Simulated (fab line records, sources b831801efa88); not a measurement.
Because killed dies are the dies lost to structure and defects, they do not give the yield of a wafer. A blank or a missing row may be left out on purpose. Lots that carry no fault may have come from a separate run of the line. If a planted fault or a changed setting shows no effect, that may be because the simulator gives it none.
fab line records | flow sky130
record: lots: 5 wafers: 13 last_day: 50
route steps=708 shown LI_CONTACT@376 LOCAL_INTERCONNECT@387 PAD_OPEN@708
lots that met no fault: from a run of the same line without faults
start_h: hours from the record's first day to the start of the lot's first wafer shown | wait_h: how many hours have passed since the lot's step before this one | " unchanged from the row above | L1.1+2: several wafers, shown together as one row | - value missing, or start not given | * or withheld: withheld | < > ~ a bound
route shown NAME@n: a module of which the file shows steps, and the number in the route of the first | usual: mean/standard deviation taken from wafers without a fault | same: alike in all rows | chamber/n: place in a boat | sites: per-site readings | _std_site: the standard deviation of these | _edge_site: the outer-site mean with the inner-site mean subtracted | radius_mm: for every site, how far away it sits from the centre of the wafer | mask NAME#n: copy n | behind: tool/chamber where the wafer was last shaped | hold: why the lot was held/for how many hours/how that ended | device: transistor that didn't switch, given as n, p or np | end of line: the route-end tests of the same wafers | a step with no rows: only its recipe | killed: at the first sort, the dies lost to defects and structure; wafer yield is something else | map: per-die view of a wafer (x killed, . not killed, _ where there is no die)
set.NAME: setting as actually run; set.NAME@STEP: the setting as run at that earlier step | model.NAME: the simulator's own value behind a step, which no gauge read
a table for each step, a row for each wafer; lots at some steps of the route
services: a tool's chamber out of use, with start hour (start_h, from the record's first day; less than 0 if before it), hours out, and reason
== steps ==
step: SKY_LI_CONTACT_ETCH_14
recipe: chemistry: N2/H2 target: BARC ion_energy_ev: 200 source_w: 500 bias_w: 100 pressure_mtorr: 30 n2_flow_sccm: 100 h2_flow_sccm: 200 stop_on: SiO2 time_s: 45.9 target_depth_a: 600
step: SKY_LI_CONTACT_ETCH_15
recipe: target: PSG chemistry: C4F8/O2/Ar stop_on: Si taper_deg: 4.15 mask_material: KrF-thick source_w: 1500 bias_w: 1200 pressure_mtorr: 40 c4f8_flow_sccm: withheld O2_flow_sccm: 6 Ar_flow_sccm: 300 time_s: withheld target_depth_a: 6000
step: SKY_LI_CONTACT_STRIP_16
recipe: chemistry: O2/N2 power_w: 1400 pressure_mtorr: 1500 platen_temp_c: withheld o2_flow_sccm: 3000 n2_flow_sccm: 300 overash_fraction: 0.5
step: SKY_LI_CONTACT_CLEAN_17
recipe: chemistry: NMP time_s: 600 temp_c: 60 dry: n2_spin
step: SKY_LI_CONTACT_PRE_CLEAN_18
recipe: gas: Ar time_s: 5.6 bias_v: 358
step: SKY_LI_CONTACT_SPUTTER_19
recipe: material: Ti target_thk_nm: 20 chamber_pressure_pa: 5 power_w: 2500 substrate_temp_c: 200 time_s: 106.37
step: SKY_LI_CONTACT_SPUTTER_20
recipe: material: TiN target_thk_nm: 20 chamber_pressure_pa: 5 power_w: 4000 time_s: 80
step: SKY_LI_CONTACT_CVD_21
recipe: material: W target_thk_nm: 400 time_s: 120.56 temp_c: 400 pressure_torr: 40
step: SKY_LI_CONTACT_CMP_24
recipe: stop_on: PSG t_overpolish_s: 20 down_force_psi: 3.5 platen_rpm: 60 target_thk_nm: 0 pad_velocity_m_s: 0.94248
step: SKY_LOCAL_INTERCONNECT_SPUTTER_00
recipe: material: TiN target_thk_nm: 100 temp_c: 300 power_w: 6500 time_s: 83.3 chamber_pressure_pa: 0.4
usual: cathode_dc_power_W: 6500.0/1.2 substrate_temp_c: 299.98/0.2 throttle_valve_pct: 30.2/1.3
columns lot.wafer tool chamber start_h wait_h cathode_dc_power_W substrate_temp_c throttle_valve_pct model.TiN_of_LOCAL_INTERCONNECT_SPUTTER_00.thk_nm
L648.2 pvd_sputter-01 - 642.21 0.2 6497.8 300.20 30.3 99.84
L648.3 " - " " 6500.3 300.00 28.7 100.9
L648.5 " - " " 6501.0 299.86 30.1 99.62
L653.2 pvd_sputter-04 - 730.13 0.2 6502.3 299.81 29.7 101.7
L653.3 " - " " 6501.9 300.04 28.9 99.6
L653.4 " - " " 6499.2 299.81 31.0 99.47
L667.2 pvd_sputter-04 - 832.00 0.2 6501.0 299.91 30.1 98.91
L667.4 " - " " 6498.1 300.10 29.4 156.3
L667.5 " - " " 6502.0 299.98 29.1 156.3
L670.3 pvd_sputter-04 - 867.78 0.1 6502.3 299.92 29.3 99.21
L670.4 " - " " 6501.5 299.78 31.0 156.8
L671.3 pvd_sputter-04 - 872.55 0.1 6500.4 300.03 30.0 99.54
L671.5 " - " " 6501.0 299.88 31.3 156.9
step: SKY_LOCAL_INTERCONNECT_RS_MEAS_01
recipe: thk_meas_gauge: four-point-probe reads: TiN_of_LOCAL_INTERCONNECT_SPUTTER_00
usual: LOCAL_INTERCONNECT_TIN_RS: 14.26/0.13
columns lot.wafer tool chamber start_h wait_h LOCAL_INTERCONNECT_TIN_RS[ohm/sq]
L648.2 film_metro-01 - 642.29 0.1 14.21
L648.3 " - " " 14.04
L648.5 " - " " 14.22
L653.2 film_metro-04 - 730.22 0.1 13.90
L653.3 " - " " 14.18
L653.4 " - " " 14.23
L667.2 film_metro-01 - 832.09 0.1 14.30
L667.4 " - " " 8.90
L667.5 " - " " 8.91
L670.3 film_metro-02 - 867.88 0.1 14.26
L670.4 " - " " 8.86
L671.3 film_metro-04 - 872.65 0.1 14.23
L671.5 " - " " 8.88
step: SKY_LOCAL_INTERCONNECT_THK_MEAS_02
recipe: thk_meas_gauge: xrf reads: TiN_of_LOCAL_INTERCONNECT_SPUTTER_00
usual: LOCAL_INTERCONNECT_TIN_THK: 99.0/0.91
columns lot.wafer tool chamber start_h wait_h LOCAL_INTERCONNECT_TIN_THK[nm]
L648.2 film_metro-01 - 642.40 0.1 100.1
L648.3 " - " " 100.7
L648.5 " - " " 99.3
L653.2 film_metro-04 - 730.33 0.1 101.1
L653.3 " - " " 99.3
L653.4 " - " " 99.3
L667.2 film_metro-01 - 832.20 0.1 98.7
L667.4 " - " " 155.5
L667.5 " - " " 155.6
L670.3 film_metro-02 - 867.98 0.1 98.8
L670.4 " - " " 155.9
L671.3 film_metro-04 - 872.75 0.1 99.7
L671.5 " - " " 157.0
step: SKY_LOCAL_INTERCONNECT_DEHYDRATE_03
recipe: temp_c: 200 time_s: 60
step: SKY_LOCAL_INTERCONNECT_HMDS_04
recipe: prime_time_s: 60 prime_temp_c: 120
step: SKY_LOCAL_INTERCONNECT_COAT_05
recipe: resist: BARC temp_c: withheld time_s: withheld spin_rpm: 3000 resist_thk_nm: 60
step: SKY_LOCAL_INTERCONNECT_COAT_06
recipe: resist: KrF-thick spin_rpm: 3000 resist_thk_nm: 450
step: SKY_LOCAL_INTERCONNECT_SOFTBAKE_07
recipe: temp_c: 100 time_s: 90 resist: KrF-thick
step: SKY_LOCAL_INTERCONNECT_EXPOSE_08
recipe: mask_id: LI1M na: 0.8 source_shape: annular sigma_inner: 0.55 sigma_outer: 0.85 target_cd_nm: 170 dose_mj: 28
step: SKY_LOCAL_INTERCONNECT_PEB_09
recipe: peb_temp_c: withheld peb_time_s: withheld resist: KrF-thick
step: SKY_LOCAL_INTERCONNECT_DEVELOP_10
recipe: develop_time_s: 60 resist: KrF-thick dev_temp_c: 21
step: SKY_LOCAL_INTERCONNECT_ETCH_13
recipe: chemistry: N2/H2 target: BARC ion_energy_ev: 200 bias_w: 100 pressure_mtorr: 30 n2_flow_sccm: 100 h2_flow_sccm: 200 icp_w: 500 stop_on: SiO2 time_s: 45.9 target_depth_a: 600
step: SKY_LOCAL_INTERCONNECT_METAL_ETCH_14
recipe: target_depth_nm: 110 stop_on: PSG chemistry: Cl2/BCl3 target: TiN resist_sidewall_deg: 88 pressure_mtorr: 10 icp_w: 900 bias_w: 48.5 Cl2_flow_sccm: 60 bcl3_flow_sccm: 30 time_s: 31.4
usual: chamber_pressure_mTorr: 10.000/0.0088 drypump_motor_current_A: 5.7/0.46 oes_product_au: 0.937/0.0063 throttle_valve_pct: 21.904/0.0096
columns lot.wafer tool chamber start_h wait_h chamber_pressure_mTorr drypump_motor_current_A oes_product_au rf_hours_counter_h throttle_valve_pct
L648.2 rie_metal-03 1 671.96 0.0 9.999 5.2 0.942 11 21.893
L648.3 " 0 " " 9.996 6.0 0.949 - 21.896
L648.5 " 1 " " 9.992 5.2 0.940 - 21.892
L653.2 rie_metal-03 1 757.53 0.0 9.996 5.2 0.943 14 21.891
L653.3 " 1 " " 10.001 5.1 0.942 - 21.924
L653.4 " 0 " " 10.005 6.0 0.943 - 21.897
L667.2 rie_metal-04 0 857.27 0.0 10.017 6.0 0.934 11 21.898
L667.4 " 0 " " 9.999 6.0 1.006 - 21.870
L667.5 " 1 " " 9.994 5.6 1.009 - 21.851
L670.3 rie_metal-01 0 894.15 0.0 9.992 6.3 0.939 - 21.912
L670.4 " 1 " " 10.005 5.2 1.005 - 21.859
L671.3 rie_metal-04 1 897.90 0.0 9.999 5.5 0.941 - 21.905
L671.5 " 0 " " 9.996 6.1 1.003 - 21.865
step: SKY_LOCAL_INTERCONNECT_STRIP_15
recipe: chemistry: O2/N2 power_w: 1400 pressure_mtorr: 1500 platen_temp_c: withheld o2_flow_sccm: 3000 n2_flow_sccm: 300 overash_fraction: 0.5
step: SKY_LOCAL_INTERCONNECT_STRIP_16
recipe: chemistry: post_etch_residue_remover time_s: 1200 temp_c: 72.5
columns lot.wafer tool chamber start_h wait_h model.TiN_of_LOCAL_INTERCONNECT_SPUTTER_00.thk_nm
L648.2 wet_bench-03 3 672.11 0.1 99.42
L648.3 " 3 " " 100.5
L648.5 " 3 " " 99.2
L653.2 wet_bench-03 0 757.68 0.1 101.3
L653.3 " 0 " " 99.18
L653.4 " 0 " " 99.05
L667.2 wet_bench-04 0 857.42 0.1 98.49
L667.4+5 " 0 " " 155.9
L670.3 wet_bench-03 3 894.28 0.0 98.79
L670.4 " 3 " " 156.4
L671.3 wet_bench-02 3 898.03 0.0 99.12
L671.5 " 3 " " 156.5
step: SKY_LOCAL_INTERCONNECT_CLEAN_17
recipe: chemistry: IPA time_s: 180 temp_c: 25
step: SKY_PAD_OPEN_PROBE_99
usual: killed_at_M0_to_M3: 43/6.6 killed_at_M4_up: 3.2/1.8 killed_at_contacts: 24/5 killed_at_front_end: 15/4.5 killed_at_other: 0.2/0.46 killed_dies: 86/8.8 killed_on_rim: 16/3.4 killed_open: 48/6.6 killed_short: 38/6.1
same: gross_dies: 492 killed_at_back_side: 0
columns lot.wafer tool chamber start_h wait_h killed_at_M0_to_M3 killed_at_M4_up killed_at_contacts killed_at_front_end killed_at_other killed_dies killed_on_rim killed_open killed_short
L648.2 prober-02 - 1050.78 0.1 46 3 33 20 0 102 19 53 49
L648.3 prober-02 - 1050.83 0.2 47 4 35 11 0 97 15 58 39
L648.5 prober-02 - 1050.93 0.2 60 2 23 19 1 105 26 49 56
L653.2 prober-01 - 1110.94 0.1 51 6 29 17 0 103 21 55 48
L653.3 prober-01 - 1110.99 0.2 41 1 21 18 1 82 14 47 35
L653.4 prober-01 - 1111.04 0.2 44 1 33 16 0 94 14 48 46
L667.2 prober-02 - 1186.73 0.1 44 6 22 15 0 87 20 47 40
L667.4 prober-02 - 1186.83 0.2 25 6 448 13 0 492 96 38 29
L667.5 prober-02 - 1186.88 0.2 53 5 424 10 0 492 96 50 42
L670.3 prober-01 - 1208.93 0.2 50 6 22 6 1 85 14 39 46
L670.4 prober-01 - 1208.98 0.2 46 4 429 13 0 492 96 47 44
L671.3 prober-01 - 1211.23 0.2 38 2 24 21 0 85 14 41 44
L671.5 prober-01 - 1211.33 0.2 38 6 432 16 0 492 96 39 42
killed by level:class
L648.2 CONTACT:geometric_particle:open=10 VIA1:geometric_particle:open=9 VIA3:geometric_particle:open=9 LOCAL_INTERCONNECT:geometric_particle:short=8 FIELD_ISO:geometric_particle:short=7 VIA2:geometric_particle:short=6 LI_CONTACT:geometric_particle:open=5 CONTACT:geometric_particle:short=5
L648.3 CONTACT:geometric_particle:open=16 VIA3:geometric_particle:open=9 METAL2:geometric_particle:short=7 LI_CONTACT:geometric_particle:open=7 VIA1:geometric_particle:open=7 METAL1:geometric_particle:short=6 VIA2:geometric_particle:open=6 FIELD_ISO:geometric_particle:open=4
L648.5 CONTACT:geometric_particle:open=13 VIA1:geometric_particle:open=11 METAL1:geometric_particle:short=11 FIELD_ISO:geometric_particle:short=9 VIA3:geometric_particle:open=9 VIA1:geometric_particle:short=9 CONTACT:geometric_particle:short=5 METAL2:geometric_particle:short=5
L653.2 CONTACT:geometric_particle:open=13 VIA2:geometric_particle:open=11 VIA1:geometric_particle:open=10 FIELD_ISO:geometric_particle:short=9 METAL1:geometric_particle:short=7 LI_CONTACT:geometric_particle:open=6 CONTACT:geometric_particle:short=6 VIA3:geometric_particle:open=6
L653.3 VIA1:geometric_particle:open=13 CONTACT:geometric_particle:open=8 FIELD_ISO:geometric_particle:short=7 VIA1:geometric_particle:short=7 LI_CONTACT:geometric_particle:open=5 VIA2:geometric_particle:open=5 METAL1:geometric_particle:short=5 SPACER:geometric_particle:open=4
L653.4 CONTACT:geometric_particle:open=11 VIA2:geometric_particle:open=10 CONTACT:geometric_particle:short=9 FIELD_ISO:geometric_particle:open=7 LI_CONTACT:geometric_particle:open=7 METAL2:geometric_particle:short=6 VIA2:geometric_particle:short=5 LOCAL_INTERCONNECT:geometric_particle:short=5
L667.2 FIELD_ISO:geometric_particle:open=9 VIA2:geometric_particle:open=9 CONTACT:geometric_particle:open=8 VIA1:geometric_particle:open=8 LI_CONTACT:geometric_particle:open=6 METAL2:geometric_particle:short=6 METAL4:geometric_particle:short=6 CONTACT:geometric_particle:short=5
L667.4 LOCAL_INTERCONNECT:area_etch=425 CONTACT:geometric_particle:open=8 LI_CONTACT:geometric_particle:open=6 VIA2:geometric_particle:open=5 FIELD_ISO:geometric_particle:open=4 POLY_GATE:geometric_particle:short=4 METAL4:geometric_particle:short=4 CONTACT:geometric_particle:short=4
L667.5 LOCAL_INTERCONNECT:area_etch=400 METAL1:geometric_particle:short=9 VIA1:geometric_particle:open=9 VIA3:geometric_particle:open=9 LI_CONTACT:geometric_particle:open=8 CONTACT:geometric_particle:open=8 VIA2:geometric_particle:open=7 VIA1:geometric_particle:short=6
L670.3 VIA1:geometric_particle:open=16 METAL1:geometric_particle:short=10 LOCAL_INTERCONNECT:geometric_particle:short=7 METAL2:geometric_particle:short=6 METAL4:geometric_particle:short=6 LI_CONTACT:geometric_particle:open=5 LI_CONTACT:geometric_particle:short=4 CONTACT:geometric_particle:short=4
L670.4 LOCAL_INTERCONNECT:area_etch=401 CONTACT:geometric_particle:open=10 VIA3:geometric_particle:open=9 VIA2:geometric_particle:open=8 METAL1:geometric_particle:short=7 LI_CONTACT:geometric_particle:open=6 CONTACT:geometric_particle:short=5 VIA1:geometric_particle:open=5
L671.3 CONTACT:geometric_particle:open=9 POLY_GATE:geometric_particle:open=7 METAL1:geometric_particle:short=7 VIA1:geometric_particle:short=7 FIELD_ISO:geometric_particle:short=5 LOCAL_INTERCONNECT:geometric_particle:short=5 METAL2:geometric_particle:short=5 LI_CONTACT:geometric_particle:open=4
L671.5 LOCAL_INTERCONNECT:area_etch=411 VIA1:geometric_particle:open=14 CONTACT:geometric_particle:open=9 LOCAL_INTERCONNECT:geometric_particle:short=6 VIA1:geometric_particle:short=6 METAL4:geometric_particle:short=5 POLY_GATE:geometric_particle:short=4 POLY_GATE:geometric_particle:open=4
map L667.4 (x killed, . not)
__________xxxxxxxxxx_________
________xxxxxxxxxxxxxx_______
______xxxxxxxxxxxxxxxxxx_____
_____xxxxxxxxxxxxxxxxxxxx____
____xxxxxxxxxxxxxxxxxxxxxx___
___xxxxxxxxxxxxxxxxxxxxxxxx__
__xxxxxxxxxxxxxxxxxxxxxxxxxx_
_xxxxxxxxxxxxxxxxxxxxxxxxxxxx
_xxxxxxxxxxxxxxxxxxxxxxxxxxxx
_xxxxxxxxxxxxxxxxxxxxxxxxxxxx
_xxxxxxxxxxxxxxxxxxxxxxxxxxxx
_xxxxxxxxxxxxxxxxxxxxxxxxxxxx
_xxxxxxxxxxxxxxxxxxxxxxxxxxxx
_xxxxxxxxxxxxxxxxxxxxxxxxxxxx
_xxxxxxxxxxxxxxxxxxxxxxxxxxxx
__xxxxxxxxxxxxxxxxxxxxxxxxxx_
___xxxxxxxxxxxxxxxxxxxxxxxx__
____xxxxxxxxxxxxxxxxxxxxxx___
_____xxxxxxxxxxxxxxxxxxxx____
______xxxxxxxxxxxxxxxxxx_____
________xxxxxxxxxxxxxx_______
__________xxxxxxxxxx_________
map L670.4 (x killed, . not)
__________xxxxxxxxxx_________
________xxxxxxxxxxxxxx_______
______xxxxxxxxxxxxxxxxxx_____
_____xxxxxxxxxxxxxxxxxxxx____
____xxxxxxxxxxxxxxxxxxxxxx___
___xxxxxxxxxxxxxxxxxxxxxxxx__
__xxxxxxxxxxxxxxxxxxxxxxxxxx_
_xxxxxxxxxxxxxxxxxxxxxxxxxxxx
_xxxxxxxxxxxxxxxxxxxxxxxxxxxx
_xxxxxxxxxxxxxxxxxxxxxxxxxxxx
_xxxxxxxxxxxxxxxxxxxxxxxxxxxx
_xxxxxxxxxxxxxxxxxxxxxxxxxxxx
_xxxxxxxxxxxxxxxxxxxxxxxxxxxx
_xxxxxxxxxxxxxxxxxxxxxxxxxxxx
_xxxxxxxxxxxxxxxxxxxxxxxxxxxx
__xxxxxxxxxxxxxxxxxxxxxxxxxx_
___xxxxxxxxxxxxxxxxxxxxxxxx__
____xxxxxxxxxxxxxxxxxxxxxx___
_____xxxxxxxxxxxxxxxxxxxx____
______xxxxxxxxxxxxxxxxxx_____
________xxxxxxxxxxxxxx_______
__________xxxxxxxxxx_________
== services ==
columns tool chamber start_h hours kind
rie_metal-03 1 636.78 2.4 repair
pvd_sputter-04 - 637.20 2.9 repair
rie_metal-03 1 683.25 4.8 repair
wet_bench-04 - 689.02 7.8 repair
rie_metal-04 1 696.55 - clean
rie_metal-04 1 696.55 11.8 scheduled_down
rie_metal-04 1 696.55 11.8 vent_cycle
rie_metal-03 0 708.59 - clean
rie_metal-03 0 708.59 14.3 scheduled_down
rie_metal-03 0 708.59 14.3 vent_cycle
rie_metal-04 1 711.70 3.0 repair
rie_metal-01 1 727.19 - clean
rie_metal-01 1 727.19 24.9 scheduled_down
pvd_sputter-04 - 732.44 9.8 repair
pvd_sputter-04 - 758.12 4.4 repair
pvd_sputter-04 - 762.76 1.7 repair
rie_metal-03 1 782.13 - clean
rie_metal-03 1 782.13 13.1 scheduled_down
rie_metal-03 1 782.13 13.1 vent_cycle
pvd_sputter-01 - 808.68 3.4 repair
wet_bench-04 - 810.65 2.0 repair
pvd_sputter-01 - 828.97 0.7 repair
wet_bench-04 - 874.37 29.7 pm
rie_metal-03 - 893.75 14.6 pm
== key ==
first_sign: step: SKY_LOCAL_INTERCONNECT_RS_MEAS_01 reading: LOCAL_INTERCONNECT_TIN_RS direction: down sigmas: 43 usual: 14.26 struck: 8.89
effect: step: SKY_LOCAL_INTERCONNECT_THK_MEAS_02 reading: LOCAL_INTERCONNECT_TIN_THK direction: up sigmas: 62 usual: 99.0 struck: 156.0
effect: step: SKY_LOCAL_INTERCONNECT_METAL_ETCH_14 reading: oes_product_au direction: up sigmas: 11 usual: 0.937 struck: 1.005
effect: step: SKY_PAD_OPEN_PROBE_99 reading: killed_at_contacts direction: up sigmas: 82 usual: 24 struck: 433
model_effect: step: SKY_LOCAL_INTERCONNECT_SPUTTER_00 value: TiN_of_LOCAL_INTERCONNECT_SPUTTER_00.thk_nm without: 98.81 struck: 156.6
model_effect: step: SKY_LOCAL_INTERCONNECT_STRIP_16 value: TiN_of_LOCAL_INTERCONNECT_SPUTTER_00.thk_nm without: 98.39 struck: 156.2
more_kills_born_at: SKY_LOCAL_INTERCONNECT_METAL_ETCH_14@rie_metal-04: 1236 SKY_LOCAL_INTERCONNECT_METAL_ETCH_14@rie_metal-01: 401
met_at SKY_LOCAL_INTERCONNECT_SPUTTER_00
struck_wafers L667.4,L667.5,L670.4,L671.5
later_rows_left_out L667.4,L667.5,L670.4,L671.5
tester_left_out L667,L670,L671
onset_between 730.13 832.00
fault: kind: process_parameter_drift tool: pvd_sputter-04 chamber: - onset_h: 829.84 steps: SKY_LOCAL_INTERCONNECT_SPUTTER_00 channel: target_thk_nm offset: 57.773 shape: step end_h: 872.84 scope: struck_wafers_only acts_in: these_recipes_only stated: 100
tester_left_out: of these lots the tester's yield and bins aren't shown, on N5 and GAA mostly nor the transistor test; their killed dies are dies lost to structure and defects alone, not to doping, threshold or leakage, so they don't give the yield
later_rows_left_out: the simulator's readings of these wafers behind a module that went badly wrong aren't trusted and aren't shown, but for the sort
